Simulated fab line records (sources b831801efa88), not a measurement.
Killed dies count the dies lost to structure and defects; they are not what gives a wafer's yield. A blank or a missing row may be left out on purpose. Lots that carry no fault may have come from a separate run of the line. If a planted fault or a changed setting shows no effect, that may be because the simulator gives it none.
fab line records    flow sky130
[record] lots = 13  wafers = 39  last-day = 49
route steps=708 shown FIELD_ISO@3 POLY_GATE@205 LDD_HVP@286 METAL1@437
lots untouched by any fault: they come from a run of this same line in which no faults occurred
start-h: hours from the record's opening day to when the first of the lot's shown wafers began    wait-h: hours since the lot's step before    " same as the row above    L1.1+2: a row that stands for several wafers    - value missing, or start not given    * or withheld: withheld    < > ~ a bound
route shown NAME@n: NAME is a module with steps in the file, n the number in the route of the first one    usual: average and standard deviation across the fault-free wafers    same: alike in all rows    chamber/n: place in a boat    sites: per-site readings    _std_site: the values' standard deviation    _edge_site: inner sites' mean taken away from outer sites' mean    radius-mm: how far each site lies from the wafer's centre    mask NAME#n: copy n    behind: the last tool/chamber to shape the wafer    hold: why the lot went on hold/how many hours it stayed there/how the hold came to an end    device: which transistor (n, p or np) failed to switch    end of line: tests of these same wafers at the route's end    a step without rows: its recipe alone    killed: dies lost to structure and defects at the first sort, not the wafer's yield    map: a wafer's dies, x killed, . not, _ none there
set.NAME: the setting that was run; set.NAME@STEP: the one run at that earlier step    model.NAME: the simulator's own value behind a step, which no gauge read
the route's steps for a sample of lots (tables are steps, rows are wafers)
services: when a tool's chamber went out of use (start-h, in hours from the record's first day, below 0 if earlier), for how many hours, and the reason
[[steps]]
[step SKY_FIELD_ISO_THK_MEAS_02]
[recipe] reads = SiO2_of_FIELD_ISO_OXIDATION_01
[usual] FIELD_ISO_OXIDATION_00_THK = 12.03/0.27
lot.wafer  tool           chamber  start-h  wait-h  FIELD_ISO_OXIDATION_00_THK[nm]
L661.1     film-metro-04  -        12.53    0.0     11.92
L661.3     "              -        "        "       12.19
L661.5     "              -        "        "       12.26
L662.2     film-metro-01  -        17.03    0.0     12.22
L662.3     "              -        "        "       12.48
L662.5     "              -        "        "       12.39
L664.1     film-metro-04  -        27.50    0.0     12.27
L664.4     "              -        "        "       12.12
L664.6     "              -        "        "       12.31
L665.1     film-metro-02  -        33.10    0.0     12.30
L665.4     "              -        "        "       12.47
L665.6     "              -        "        "       12.38
L668.1     film-metro-02  -        46.63    0.0     12.28
L668.3     "              -        "        "       12.16
L668.6     "              -        "        "       12.44
L669.1     film-metro-02  -        51.63    0.0     12.14
L669.2     "              -        "        "       12.24
L669.5     "              -        "        "       12.12
L671.1     film-metro-04  -        61.82    0.0     11.63
L671.2     "              -        "        "       11.82
L671.5     "              -        "        "       11.75
L672.2     film-metro-02  -        66.64    0.0     12.10
L672.3     "              -        "        "       11.92
L672.6     "              -        "        "       12.01
L673.2     film-metro-02  -        73.00    0.0     11.66
L673.3     "              -        "        "       11.47
L673.5     "              -        "        "       11.60
L676.1     film-metro-04  -        86.63    0.0     12.07
L676.2     "              -        "        "       11.75
L676.4     "              -        "        "       11.99
L677.3     film-metro-01  -        91.65    0.0     12.22
L677.5     "              -        "        "       12.17
L677.6     "              -        "        "       12.14
L678.3     film-metro-02  -        97.37    0.0     11.96
L678.4     "              -        "        "       11.70
L678.6     "              -        "        "       11.77
L679.2     film-metro-01  -        101.64   0.0     11.81
L679.3     "              -        "        "       11.51
L679.6     "              -        "        "       11.60
[step SKY_POLY_GATE_THK_MEAS_01]
[recipe] reads = poly-Si_of_POLY_GATE_CVD_00
[usual] POLY_GATE_CVD_00_THK = 180.3/1.3
lot.wafer  tool           chamber  start-h  wait-h  POLY_GATE_CVD_00_THK[nm]
L661.1     film-metro-03  -        311.91   0.0     179.8
L661.3     "              -        "        "       180.7
L661.5     "              -        "        "       179.8
L662.2     film-metro-01  -        313.72   0.0     180.3
L662.3     "              -        "        "       181.2
L662.5     "              -        "        "       182.1
L664.1     film-metro-03  -        330.60   0.0     177.9
L664.4     "              -        "        "       179.0
L664.6     "              -        "        "       179.4
L665.1     film-metro-01  -        340.36   0.0     181.0
L665.4     "              -        "        "       181.4
L665.6     "              -        "        "       180.6
L668.1     film-metro-04  -        364.68   0.0     180.7
L668.3     "              -        "        "       179.7
L668.6     "              -        "        "       179.6
L669.1     film-metro-01  -        384.98   0.0     180.7
L669.2     "              -        "        "       179.9
L669.5     "              -        "        "       180.7
L671.1     film-metro-01  -        389.59   0.0     179.2
L671.2     "              -        "        "       181.0
L671.5     "              -        "        "       179.1
L672.2     film-metro-03  -        391.13   0.0     178.7
L672.3     "              -        "        "       179.3
L672.6     "              -        "        "       179.3
L673.2     film-metro-04  -        409.67   0.0     178.7
L673.3     "              -        "        "       178.7
L673.5     "              -        "        "       179.8
L676.1     film-metro-04  -        444.45   0.0     180.2
L676.2     "              -        "        "       181.2
L676.4     "              -        "        "       179.8
L677.3     film-metro-01  -        444.47   0.0     177.2
L677.5     "              -        "        "       178.5
L677.6     "              -        "        "       178.1
L679.2     film-metro-03  -        456.76   0.0     181.1
L679.3     "              -        "        "       182.1
L679.6     "              -        "        "       180.1
L678.3     film-metro-04  -        456.77   0.0     179.3
L678.4     "              -        "        "       180.1
L678.6     "              -        "        "       180.5
[step SKY_LDD_HVP_IMPLANT_08]
[recipe] species = B  energy-kev = 20  dose-cm2 = 1.7e+13  tilt-deg = 17.9
[usual] end-station-pressure-torr = 5.11e-06/2.9e-07  implant-ion-amu = 11/0
lot.wafer  tool          chamber  start-h  wait-h  end-station-pressure-torr  implant-ion-amu
L661.1     implanter-02  0        494.11   0.0     4.66e-06                   11
L661.3     "             0        "        "       5.19e-06                   11
L661.5     "             0        "        "       5.2e-06                    11
L662.2     implanter-04  0        495.74   0.0     5.08e-06                   11
L662.3     "             0        "        "       4.75e-06                   11
L662.5     "             0        "        "       5.27e-06                   11
L664.1     implanter-04  0        515.05   0.0     5.31e-06                   11
L664.4     "             0        "        "       4.82e-06                   11
L664.6     "             0        "        "       5.09e-06                   11
L665.1     implanter-03  0        527.80   0.0     5.1e-06                    11
L665.4     "             0        "        "       4.94e-06                   11
L665.6     "             0        "        "       5.29e-06                   11
L668.1     implanter-04  0        550.41   0.0     5.09e-06                   11
L668.3     "             0        "        "       4.98e-06                   11
L668.6     "             0        "        "       5e-06                      11
L669.1     implanter-02  0        577.41   0.0     4.98e-06                   11
L669.2     "             0        "        "       5.05e-06                   11
L669.5     "             0        "        "       5.21e-06                   11
L671.1     implanter-04  0        578.01   0.0     4.9e-06                    11
L671.2     "             0        "        "       5.91e-06                   11
L671.5     "             0        "        "       5.06e-06                   11
L672.2     implanter-02  0        578.38   0.0     5.02e-06                   11
L672.3     "             0        "        "       4.99e-06                   11
L672.6     "             0        "        "       5.29e-06                   11
L673.2     implanter-02  0        597.64   0.0     5.49e-06                   11
L673.3     "             0        "        "       4.9e-06                    11
L673.5     "             0        "        "       5.11e-06                   11
L676.1     implanter-03  0        627.40   0.0     4.77e-06                   49
L676.2     "             0        "        "       4.84e-06                   49
L676.4     "             0        "        "       5.68e-06                   49
L677.3     implanter-04  0        629.71   0.1     5.24e-06                   49
L677.5     "             0        "        "       5e-06                      49
L677.6     "             0        "        "       5.19e-06                   49
L679.2     implanter-04  0        640.78   0.0     4.51e-06                   49
L679.3     "             0        "        "       4.86e-06                   49
L679.6     "             0        "        "       5.15e-06                   49
L678.3     implanter-03  0        640.86   0.1     4.65e-06                   49
L678.4     "             0        "        "       5.5e-06                    49
L678.6     "             0        "        "       5.32e-06                   49
[step SKY_LDD_HVP_TW_MEAS_10]
[usual] LDD_HVP_TW = 462/4.2
lot.wafer  tool           chamber  start-h  wait-h  LDD_HVP_TW
L661.1     film-metro-04  -        494.36   0.1     471
L661.3     "              -        "        "       467
L661.5     "              -        "        "       467
L662.2     film-metro-04  -        496.03   0.1     469
L662.3     "              -        "        "       467
L662.5     "              -        "        "       466
L664.1     film-metro-03  -        515.30   0.1     456
L664.4     "              -        "        "       458
L664.6     "              -        "        "       458
L665.1     film-metro-02  -        528.05   0.1     459
L665.4     "              -        "        "       459
L665.6     "              -        "        "       461
L668.1     film-metro-04  -        550.66   0.1     466
L668.3     "              -        "        "       468
L668.6     "              -        "        "       466
L669.1     film-metro-04  -        577.66   0.1     468
L669.2     "              -        "        "       467
L669.5     "              -        "        "       468
L671.1     film-metro-02  -        578.26   0.1     459
L671.2     "              -        "        "       462
L671.5     "              -        "        "       461
L672.2     film-metro-02  -        578.61   0.1     461
L672.3     "              -        "        "       461
L672.6     "              -        "        "       460
L673.2     film-metro-03  -        597.87   0.1     455
L673.3     "              -        "        "       452
L673.5     "              -        "        "       452
L676.1     film-metro-03  -        627.65   0.1     704
L676.2     "              -        "        "       708
L676.4     "              -        "        "       708
L677.3     film-metro-04  -        629.93   0.1     717
L677.5     "              -        "        "       718
L677.6     "              -        "        "       717
L679.2     film-metro-04  -        641.01   0.1     719
L679.3     "              -        "        "       716
L679.6     "              -        "        "       721
L678.3     film-metro-03  -        641.08   0.1     712
L678.4     "              -        "        "       707
L678.6     "              -        "        "       712
[step SKY_METAL1_SPUTTER_03]
[recipe] material = Ti  target-thk-nm = 5  power-w = 3000  time-s = 3.3  chamber-pressure-pa = 0.4
[usual] throttle-valve-pct = 30.1/1
lot.wafer  tool            chamber  start-h  wait-h  throttle-valve-pct
L661.1     pvd-sputter-03  -        734.11   0.0     30.1
L661.3     "               -        "        "       29.4
L661.5     "               -        "        "       29.5
L662.2     pvd-sputter-01  -        736.77   0.0     31.1
L662.3     "               -        "        "       30.1
L662.5     "               -        "        "       30.2
L664.1     pvd-sputter-01  -        752.93   0.0     30.1
L664.4     "               -        "        "       29.9
L664.6     "               -        "        "       31.2
L665.1     pvd-sputter-03  -        764.84   0.0     30.4
L665.4     "               -        "        "       29.3
L665.6     "               -        "        "       30.6
L668.1     pvd-sputter-04  -        784.28   0.0     29.5
L668.3     "               -        "        "       30.8
L668.6     "               -        "        "       27.3
L669.1     pvd-sputter-04  -        820.76   0.0     27.3
L669.2     "               -        "        "       31.2
L669.5     "               -        "        "       27.4
L672.2     pvd-sputter-01  -        822.73   0.0     31.5
L672.3     "               -        "        "       30.6
L672.6     "               -        "        "       29.9
L671.1     pvd-sputter-03  -        823.05   0.0     29.5
L671.2     "               -        "        "       30.6
L671.5     "               -        "        "       29.5
L673.2     pvd-sputter-04  -        828.16   0.0     27.5
L673.3     "               -        "        "       30.9
L673.5     "               -        "        "       30.6
L676.1     pvd-sputter-04  -        856.81   0.0     31.1
L676.2     "               -        "        "       30.8
L676.4     "               -        "        "       27.6
L677.3     pvd-sputter-01  -        857.23   0.0     31.3
L677.5     "               -        "        "       29.8
L677.6     "               -        "        "       30.8
L679.2     pvd-sputter-01  -        867.17   0.0     30.0
L679.3     "               -        "        "       30.8
L679.6     "               -        "        "       31.4
L678.3     pvd-sputter-03  -        868.08   0.0     29.7
L678.4     "               -        "        "       29.6
L678.6     "               -        "        "       29.1
[[services]]
tool            chamber  start-h  hours  kind
implanter-04    -        531.32   5.4    pm
implanter-04    -        569.88   5.2    pm
implanter-03    -        572.96   3.5    repair
pvd-sputter-03  -        593.44   2.7    repair
pvd-sputter-03  -        602.52   39.4   repair
implanter-03    -        606.03   4.0    pm
pvd-sputter-04  -        607.93   3.3    repair
pvd-sputter-03  -        613.06   0.7    repair
implanter-04    -        633.05   2.7    repair
pvd-sputter-04  -        637.53   4.7    repair
implanter-03    -        644.25   3.0    pm
pvd-sputter-01  -        655.44   15.2   repair
implanter-02    -        664.19   4.5    pm
implanter-02    -        668.67   20.5   pm
implanter-04    -        671.57   1.9    repair
pvd-sputter-04  -        700.49   14.8   repair
implanter-02    -        707.78   1.9    repair
implanter-04    -        743.38   3.5    repair
implanter-02    -        743.41   1.1    repair
implanter-04    -        746.90   4.0    pm
pvd-sputter-04  -        751.78   2.7    repair
implanter-02    -        753.85   1.0    repair
implanter-04    -        797.49   24.9   pm
pvd-sputter-03  -        825.22   1.5    repair
[[key]]
[first-sign] step = SKY_LDD_HVP_IMPLANT_08  reading = implant-ion-amu  direction = up  sigmas = 99+  usual = 11  struck = 49
[effect] step = SKY_LDD_HVP_TW_MEAS_10  reading = LDD_HVP_TW  direction = up  sigmas = 60  usual = 462  struck = 713
met-at SKY_LDD_HVP_IMPLANT_08
struck-lots L676,L677,L678,L679
tester-left-out L676,L677,L678,L679
not-acting-at SKY_FIELD_ISO_THK_MEAS_02,SKY_POLY_GATE_THK_MEAS_01,SKY_METAL1_SPUTTER_03
onset-between 597.64 627.40
[fault] kind = wrong-recipe-download  tool = implanter-02,implanter-03,implanter-04  chamber = -  onset-h = 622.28  steps = SKY_LDD_HVP_IMPLANT_08  wrong-recipe.not-listed = 1
// tester-left-out: of these lots the tester's yield and bins aren't shown, on N5 and GAA mostly nor the transistor test; their killed dies are dies lost to structure and defects alone, not to doping, threshold or leakage, so they don't give the yield
